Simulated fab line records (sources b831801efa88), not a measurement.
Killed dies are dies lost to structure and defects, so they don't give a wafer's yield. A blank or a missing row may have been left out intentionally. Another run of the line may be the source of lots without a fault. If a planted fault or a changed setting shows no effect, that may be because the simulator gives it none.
A struck lot beside a sound one | flow sfq-line | 14 steps out of a route of 325
Sound: wafers L977.3, L977.4, L977.6. Wafers struck: L985.1, L985.3, L985.4. At the end, the cause is stated.
Each step with rows lists, per side, the tool, then ch with its chambers, then its first start. Under that, the readings that differ: sound wafers | struck wafers | difference of the means | sigmas: that difference in standard deviations of wafers without a fault.
alike: same words and numbers on both sides, and readings whose means sit less than 2 such deviations apart. not compared: any withheld reading, any reading some wafer has no value for, any bound like >300 that may hide the same value, and any number with overlapping values for which the record gives no deviation.
Wherever a step has rows on one side only, a row that says differs or no value, or a row with sigmas, the two part there. Non-overlapping numbers with no deviation appear without sigmas and do not part them. Lack of a reading on every wafer of one side parts them only where that side has two or more wafers.

SFQ_INCOMING_BOW_MEAS_900:
  sound on film-metro-04, day 1 20:02; struck on film-metro-04, day 3 12:00
  alike: INCOMING_BOW
then, 1 step without rows for these wafers: SFQ_TRILAYER_INCOMING_OXIDATION_002 (target thk 500 nm, ox time 4939 s).
SFQ_TRILAYER_L0_DEP_SPUTTER_003: material MoNx KI, target thk 40 nm, time 100 s.
  sound on pvd-sputter-03, day 1 22:29; struck on pvd-sputter-03, day 3 14:29
  no value came back on the struck wafers for base-pressure-pa (Pa), cathode-dc-power-W (W), chamber-pressure-pa (Pa), throttle-valve-pct (%); on the sound wafers base-pressure-pa (Pa) reads 1.15e-06 1.14e-06 1.31e-06
SFQ_L0_RS_MEAS_901: measurement is done with a four-point probe.
  sound on film-metro-04, day 1 22:36; struck on film-metro-02, day 3 14:34
  reading                | sound          | struck | difference                    | sigmas
  L0_MONX_KI_RS (ohm/sq) | 44.2 43.9 43.8 | - - -  | no value on the struck wafers |
SFQ_L0_THK_MEAS_902: measures by xrf.
  sound on film-metro-04, day 1 22:42; struck on film-metro-02, day 3 14:41
  reading             | sound          | struck         | difference | sigmas
  L0_MONX_KI_THK (nm) | 39.5 39.4 39.3 | <0.0 <0.0 <0.0 | differs    |
then, 6 steps without rows for these wafers: SFQ_TRILAYER_L0_LITHO_COAT_010 (resist thk 62 nm); SFQ_TRILAYER_L0_LITHO_COAT_005 (resist thk 600 nm); SFQ_TRILAYER_L0_LITHO_SOFTBAKE_009; SFQ_TRILAYER_L0_LITHO_EXPOSE_006 (exposes mask L0, target cd 2000 nm); SFQ_TRILAYER_L0_LITHO_PEB_008 (peb time 60 s); SFQ_TRILAYER_L0_LITHO_DEVELOP_007 (time 60 s).
-- the record jumps here: 2 days lie between the struck wafers' starts before and after --
SFQ_TRILAYER_L0_BARC_OPEN_METAL_ETCH_010: etches BARC in O2, target depth 125 nm, time 41.7 s.
  sound on rie-metal-03 ch 0,1, day 4 02:23; struck on rie-metal-04 ch 0,1, day 5 14:55
  alike: drypump-motor-current-A, oes-product-au
  not compared: rf-hours-counter-h
SFQ_TRILAYER_L0_ETCH_METAL_ETCH_008: etches MoNx KI in SF6/O2, stops on SiO2, target depth 50 nm, time 25 s.
  sound on rie-metal-03 ch 0,1, day 4 02:26; struck on rie-metal-04 ch 0,1, day 5 14:58
  reading               | sound             | struck            | difference | sigmas
  oes-product-au (a.u.) | 0.873 0.867 0.863 | 0.989 0.987 0.985 | +0.119     | +19
  alike: drypump-motor-current-A
  not compared: rf-hours-counter-h
SFQ_TRILAYER_L0_STRIP_STRIP_009: strips in O2.
  sound on rie-metal-03 ch 0,1, day 4 02:40; struck on rie-metal-04 ch 0,1, day 5 15:01
  alike: drypump-motor-current-A, oes-product-au, platen-temp-c
  not compared: rf-hours-counter-h

== WHERE THEY PART ==
First at SFQ_TRILAYER_L0_DEP_SPUTTER_003; last, within this record, at SFQ_TRILAYER_L0_ETCH_METAL_ETCH_008. Later steps at which nothing parts them and some readings are alike: SFQ_TRILAYER_L0_STRIP_STRIP_009.

WHY: what had been put in by the simulator
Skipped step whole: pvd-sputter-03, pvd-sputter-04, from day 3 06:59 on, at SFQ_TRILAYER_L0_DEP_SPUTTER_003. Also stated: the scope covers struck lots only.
